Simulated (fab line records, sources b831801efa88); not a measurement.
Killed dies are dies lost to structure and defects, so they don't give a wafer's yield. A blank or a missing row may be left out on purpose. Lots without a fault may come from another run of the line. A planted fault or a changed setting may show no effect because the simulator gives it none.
Chamber matching | flow gf180mcu | GF_V5_CVD_02 on pecvd-01: 3 sister chambers
The step deposits SiO2 from TEOS, target thk 1450 nm, time 163.28 s. 24 wafers are shown with their chamber, then 12 later ones without.

WAFERS WITH THEIR CHAMBER
wafer  | chamber | heater_power_w (W)
L074.1 | 0       | 668
L074.3 | 2       | 639
L074.4 | 1       | 722
L075.4 | 1       | 602
L075.5 | 2       | 619
L075.6 | 0       | 571
L077.1 | 1       | 692
L077.2 | 2       | 753
L077.4 | 0       | 577
L078.1 | 2       | 733
L078.3 | 1       | 607
L078.4 | 2       | 773
L080.1 | 2       | 769
L080.2 | 0       | 682
L080.5 | 0       | 734
L083.1 | 0       | 651
L083.2 | 2       | 747
L083.6 | 2       | 621
L085.2 | 0       | 647
L085.5 | 1       | 596
L085.6 | 2       | 758
L087.1 | 0       | 701
L087.4 | 1       | 596
L087.5 | 0       | 570

SIGNATURES (means of the wafers above)
reading        | chamber 0 | chamber 1 | chamber 2 | scatter within a chamber
heater_power_w | 644.56    | 635.83    | 712.44    | 61.4
Rule: a wafer's distance from a chamber is the root of the sum, over the readings, of the square of ((its reading less the chamber's mean) divided by the reading's scatter). The wafer belongs to the nearest chamber; if the next one is less than 2 further off, it can't be placed. The scatter: the root of (the sum of the squares of (reading less its chamber's mean) over the shown wafers, divided by (wafers less chambers)).

WAFERS WITHOUT THEIR CHAMBER
wafer  | heater_power_w (W)
L089.3 | 746
L089.5 | 710
L089.6 | 602
L092.3 | 797
L092.4 | 630
L092.5 | 689
L094.1 | 690
L094.4 | 572
L094.6 | 596
L095.1 | 635
L095.2 | 684
L095.6 | 710

WHICH CHAMBER EACH WENT THROUGH
wafer  | from the rows above          | in truth
L089.3 | can't be placed: 2 or 0 or 1 | 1
L089.5 | can't be placed: 2 or 0 or 1 | 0
L089.6 | can't be placed: 1 or 0 or 2 | 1
L092.3 | can't be placed: 2 or 0 or 1 | 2
L092.4 | can't be placed: 1 or 0 or 2 | 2
L092.5 | can't be placed: 2 or 0 or 1 | 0
L094.1 | can't be placed: 2 or 0 or 1 | 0
L094.4 | can't be placed: 1 or 0 or 2 | 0
L094.6 | can't be placed: 1 or 0 or 2 | 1
L095.1 | can't be placed: 1 or 0 or 2 | 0
L095.2 | can't be placed: 2 or 0 or 1 | 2
L095.6 | can't be placed: 2 or 0 or 1 | 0
Placed correctly: 0 of 12. Can't be placed from these rows: 12 (the true chamber is among the candidates in 12). Placed wrongly: 0.
